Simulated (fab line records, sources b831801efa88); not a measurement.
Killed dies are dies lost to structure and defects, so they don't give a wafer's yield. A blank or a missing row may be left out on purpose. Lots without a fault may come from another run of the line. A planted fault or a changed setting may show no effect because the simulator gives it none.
fab line records | flow sky130
record lots=5 wafers=15 last_day=49
route steps=708 shown DNWELL@37 PWDE@45 NWELL@56
lots that met no fault: from a run of the same line without faults
start_h: hours from the record's first day to the start of the lot's first wafer shown | wait_h: hours since the lot's step before | " the same as in the row above | L1.1+2: a row that stands for several wafers | - no value, or no start given | * or withheld: withheld | < > ~ a bound
route shown NAME@n: a module of which the file shows steps, and the number in the route of the first | usual: mean/standard deviation of fault-free wafers | same: alike in all rows | chamber/n: place in a boat | sites: the reading at each site | _std_site: their standard deviation | _edge_site: outer sites' mean less inner sites' | radius_mm: how far each site lies from the wafer's centre | mask NAME#n: copy n | behind: the tool/chamber that last shaped the wafer | hold: why the lot was held/for how many hours/how that ended | device: the transistor (n, p or np) that didn't switch | end of line: the same wafers' tests at the end of the route | a step without rows: its recipe alone | killed: dies lost to structure and defects at the first sort, not the wafer's yield | map: a wafer's dies, x killed, . not, _ none there
set.NAME: the setting as run; set.NAME@STEP: as run at that earlier step | model.NAME: the simulator's own value behind a step, which no gauge read
lots at some steps of the route; a table a step, a row a wafer
services: from which hour (start_h, from the record's first day; less than 0 if before it) a tool's chamber was out of use, for how many hours, and why
## steps
# step SKY_DNWELL_COAT_02
# recipe spin_rpm=2000 resist_thk_nm=3000
# step SKY_DNWELL_SOFTBAKE_03
# recipe temp_c=110 time_s=withheld
# step SKY_DNWELL_EXPOSE_04
# recipe mask_id=DNM na=0.57 target_cd_nm=3000 dose_mj=222
# step SKY_DNWELL_PEB_05
# recipe temp_c=115 time_s=withheld
# step SKY_DNWELL_DEVELOP_06
# recipe wall_angle_deg=90 developer=TMAH develop_time_s=60 dev_temp_c=23
# step SKY_DNWELL_IMPLANT_07
# recipe species=P energy_kev=withheld dose_cm2=withheld tilt_deg=withheld
# step SKY_DNWELL_STRIP_08
# recipe chemistry=O2/N2 power_w=1400 pressure_mtorr=1500 platen_temp_c=withheld o2_flow_sccm=3000 n2_flow_sccm=300 overash_fraction=0.5
# usual drypump_motor_current_A=5.5/0.38 oes_product_au=0.723/0.0045 strip_time_to_endpoint_s=36.90/0.1
# columns lot.wafer tool chamber start_h wait_h drypump_motor_current_A oes_product_au rf_hours_counter_h strip_time_to_endpoint_s
L401.3 plasma_asher-03 1 52.72 0.1 6.0 0.729 - 36.88
L401.5 " 0 " " 5.8 0.710 - 36.84
L401.6 " 1 " " 5.9 0.727 - 36.75
L408.1 plasma_asher-01 0 93.30 0.1 5.4 0.728 42 36.91
L408.3 " 1 " " 5.8 0.717 - 36.86
L408.6 " 1 " " 5.8 0.724 - 36.86
L412.2 plasma_asher-03 0 114.48 0.1 5.8 0.735 44 36.78
L412.5 " 0 " " 5.8 0.729 - 36.89
L412.6 " 1 " " 6.0 0.713 - 36.97
L419.2 plasma_asher-01 0 152.69 0.1 5.3 0.719 3 36.92
L419.4 " 1 " " 5.8 0.729 - 36.81
L419.6 " 1 " " 5.8 0.722 - 36.87
L422.1 plasma_asher-03 1 164.38 0.1 6.0 0.728 48 36.87
L422.3 " 1 " " 6.0 0.725 - 36.90
L422.6 " 1 " " 6.0 0.722 - 36.98
# step SKY_DNWELL_TW_MEAS_09
# usual DNWELL_TW=1115/8.4
# columns lot.wafer tool chamber start_h wait_h DNWELL_TW
L401.3 film_metro-03 - 52.81 0.1 1126
L401.5 " - " " 1128
L401.6 " - " " 1126
L408.1 film_metro-01 - 93.40 0.1 1101
L408.3 " - " " 1102
L408.6 " - " " 1103
L412.2 film_metro-02 - 114.59 0.1 1108
L412.5 " - " " 1099
L412.6 " - " " 1109
L419.2 film_metro-02 - 152.80 0.1 1106
L419.4 " - " " 1099
L419.6 " - " " 1102
L422.1 film_metro-02 - 164.48 0.1 1113
L422.3 " - " " 1118
L422.6 " - " " 1116
# step SKY_PWDE_DEHYDRATE_00
# recipe temp_c=200 time_s=60
# step SKY_PWDE_HMDS_01
# recipe prime_time_s=60 prime_temp_c=120
# step SKY_PWDE_COAT_02
# recipe spin_rpm=2000 resist_thk_nm=3000
# step SKY_PWDE_SOFTBAKE_03
# recipe temp_c=110 time_s=withheld
# step SKY_PWDE_EXPOSE_04
# recipe mask_id=PWDEM na=0.6 source_shape=conventional sigma_outer=0.6 polarization=unpolarized target_cd_nm=840 dose_mj=214
# usual focus_offset_nm=0.0/0.53
# columns lot.wafer tool chamber start_h wait_h mask focus_offset_nm
L401.3 iline_stepper-02 0 60.47 - PWDEM#0 0.3
L401.5 " 0 " " PWDEM#0 -0.4
L401.6 " 0 " " PWDEM#0 -0.2
L408.1 iline_stepper-02 0 101.91 - NWM#0 0.1
L408.3 " 0 " " NWM#0 -0.4
L408.6 " 0 " " NWM#0 0.5
L412.2 iline_stepper-01 0 123.85 - PWDEM#0 -0.1
L412.5 " 0 " " PWDEM#0 -0.2
L412.6 " 0 " " PWDEM#0 -0.2
L419.2 iline_stepper-02 0 162.88 - PWDEM#0 0.8
L419.4 " 0 " " PWDEM#0 0.4
L419.6 " 0 " " PWDEM#0 0.7
L422.1 iline_stepper-01 0 173.86 - PWDEM#0 -0.4
L422.3 " 0 " " PWDEM#0 -0.3
L422.6 " 0 " " PWDEM#0 -0.5
# step SKY_PWDE_PEB_05
# recipe temp_c=115 time_s=withheld
# step SKY_PWDE_DEVELOP_06
# recipe wall_angle_deg=90 developer=TMAH develop_time_s=60 dev_temp_c=23
# step SKY_PWDE_OVL_MEAS_07
# usual PWDE_OVL=-1.3/1.4
# columns lot.wafer tool chamber start_h wait_h PWDE_OVL[nm]
L401.3 overlay-02 - 68.60 - -3.1
L401.5 " - " " -4.3
L401.6 " - " " -3.8
L408.1 overlay-01 - 110.09 - -
L408.3 " - " " -
L408.6 " - " " -
L412.2 overlay-02 - 132.39 - 1.7
L412.5 " - " " -0.7
L412.6 " - " " 0.7
L419.2 overlay-01 - 172.39 - -1.6
L419.4 " - " " -1.5
L419.6 " - " " -1.2
L422.1 overlay-02 - 183.84 - -1.0
L422.3 " - " " -1.5
L422.6 " - " " -1.7
# step SKY_PWDE_IMPLANT_08
# recipe species=B energy_kev=152.6 dose_cm2=3.6e+12 tilt_deg=withheld
# step SKY_PWDE_STRIP_09
# recipe chemistry=O2/N2 power_w=1400 pressure_mtorr=1500 platen_temp_c=withheld o2_flow_sccm=3000 n2_flow_sccm=300 overash_fraction=0.5
# usual drypump_motor_current_A=5.6/0.37 oes_product_au=0.723/0.0048 strip_time_to_endpoint_s=36.87/0.12
# columns lot.wafer tool chamber start_h wait_h drypump_motor_current_A oes_product_au rf_hours_counter_h strip_time_to_endpoint_s
L401.3 plasma_asher-04 1 68.80 0.1 5.9 0.718 - 36.92
L401.5 " 1 " " 5.9 0.727 - 36.86
L401.6 " 0 " " 5.0 0.722 - 36.78
L408.1 plasma_asher-03 1 110.27 0.1 6.0 0.723 43 37.06
L408.3 " 1 " " 6.0 0.732 - 37.10
L408.6 " 1 " " 6.0 0.718 - 37.03
L412.2 plasma_asher-04 1 132.57 0.1 5.9 0.729 31 36.98
L412.5 " 1 " " 5.9 0.711 - 36.92
L412.6 " 0 " " 4.9 0.722 - 36.97
L419.2 plasma_asher-04 0 172.57 0.1 5.0 0.721 35 36.85
L419.4 " 1 " " 5.9 0.728 - 36.80
L419.6 " 0 " " 5.0 0.721 - 36.84
L422.1 plasma_asher-01 0 184.02 0.1 5.3 0.723 6 36.85
L422.3 " 0 " " 5.4 0.724 - 36.81
L422.6 " 0 " " 5.4 0.719 - 36.92
# step SKY_PWDE_TW_MEAS_10
# usual PWDE_TW=374.5/2.1
# columns lot.wafer tool chamber start_h wait_h PWDE_TW
L401.3 film_metro-02 - 68.89 0.1 374.4
L401.5 " - " " 371.4
L401.6 " - " " 373.8
L408.1 film_metro-02 - 110.37 0.1 30.0
L408.3 " - " " 29.9
L408.6 " - " " 29.9
L412.2 film_metro-02 - 132.68 0.1 370.1
L412.5 " - " " 369.8
L412.6 " - " " 370.0
L419.2 film_metro-01 - 172.68 0.1 375.4
L419.4 " - " " 377.2
L419.6 " - " " 373.7
L422.1 film_metro-02 - 184.12 0.1 374.0
L422.3 " - " " 372.5
L422.6 " - " " 374.0
# step SKY_NWELL_DEHYDRATE_03
# recipe temp_c=200 time_s=60
## services
# columns tool chamber start_h hours kind
iline_stepper-02 - 51.15 1.7 pm
iline_stepper-01 - 52.35 12.8 repair
plasma_asher-04 - 65.84 2.8 pm
iline_stepper-01 - 95.73 1.3 repair
plasma_asher-01 - 108.75 9.0 pm
plasma_asher-01 0 108.75 9.0 vent_cycle
plasma_asher-01 1 108.75 9.0 vent_cycle
plasma_asher-01 0 117.75 - clean
plasma_asher-01 1 117.75 - clean
iline_stepper-01 - 133.33 1.7 pm
## key
first_sign step=SKY_PWDE_EXPOSE_04 reading=mask direction=changed
effect step=SKY_PWDE_OVL_MEAS_07 reading=PWDE_OVL direction=missing
effect step=SKY_PWDE_TW_MEAS_10 reading=PWDE_TW direction=down sigmas=99+ usual=374.5 struck=29.9
met_at SKY_PWDE_EXPOSE_04
struck_wafers L408.1,L408.3,L408.6
sort_left_out L408.1,L408.3,L408.6
tester_left_out L408
onset_between 60.47 101.91
fault kind=wrong_mask tool=any chamber=- onset_h=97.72 steps=SKY_PWDE_EXPOSE_04 aux_copy=NWM#0 scope=struck_lots_only
# tester_left_out: of these lots the tester's yield and bins aren't shown, on N5 and GAA mostly nor the transistor test; their killed dies are dies lost to structure and defects alone, not to doping, threshold or leakage, so they don't give the yield
# sort_left_out: the simulated sort isn't trusted on such a fault, so these wafers' sort isn't shown, and their yield isn't known
